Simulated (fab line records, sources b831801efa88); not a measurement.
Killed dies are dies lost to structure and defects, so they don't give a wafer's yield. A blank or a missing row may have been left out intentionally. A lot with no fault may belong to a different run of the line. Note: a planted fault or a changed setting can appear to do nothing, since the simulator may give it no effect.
Chamber matching | flow sky130 | SKY_VIA3_CMP_02 on cmp-01 has 4 sister chambers
The step polishes SiO2. 16 wafers are shown with their chamber, then 8 later ones without.

WAFERS PAIRED WITH THEIR CHAMBERS
wafer  | chamber | motorCurrentA (A)
L210.2 | 3       | 12.7
L210.3 | 2       | 12.5
L210.6 | 0       | 12.0
L211.3 | 3       | 12.4
L211.4 | 0       | 12.0
L211.6 | 1       | 11.1
L214.1 | 0       | 12.8
L214.4 | 1       | 11.5
L214.5 | 0       | 12.5
L215.1 | 1       | 10.6
L215.4 | 3       | 13.0
L215.5 | 0       | 11.9
L225.1 | 2       | 12.8
L225.2 | 1       | 10.7
L225.4 | 3       | 12.7
L228.1 | 0       | 12.7

SIGNATURES (averages over the wafers above)
reading       | chamber 0 | chamber 1 | chamber 2 | chamber 3 | scatter within a chamber
motorCurrentA | 12.317    | 10.975    | 12.650    | 12.700    | 0.356
Rule: a wafer lies at a distance from a chamber equal to the root of the sum of squares, over the readings, of (its reading less the chamber's mean, divided by the reading's scatter). If the next closest chamber is less than 2 further off than the closest, the wafer can't be placed; otherwise it belongs to the closest. How the scatter is found: for the shown wafers, subtract from each reading the mean of its chamber, square and add these, divide the total by (wafers less chambers), then take the root.

WAFERS WHOSE CHAMBER IS MISSING
wafer  | motorCurrentA (A)
L228.2 | 12.8
L228.6 | 12.9
L229.2 | 10.8
L229.3 | 13.0
L229.6 | 13.1
L231.2 | 13.1
L231.3 | 12.7
L231.4 | 10.6

WHICH CHAMBER EACH WENT THROUGH
wafer  | from the rows above          | in truth
L228.2 | can't be placed: 3 or 2 or 0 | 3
L228.6 | can't be placed: 3 or 2 or 0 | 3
L229.2 | 1                            | 1
L229.3 | can't be placed: 3 or 2 or 0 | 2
L229.6 | can't be placed: 3 or 2 or 0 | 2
L231.2 | can't be placed: 3 or 2 or 0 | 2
L231.3 | can't be placed: 3 or 2 or 0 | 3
L231.4 | 1                            | 1
Placed correctly: 2 of 8. From these rows, 6 cannot be placed; in 6 the true chamber is one of the candidates. Wrongly placed: 0.
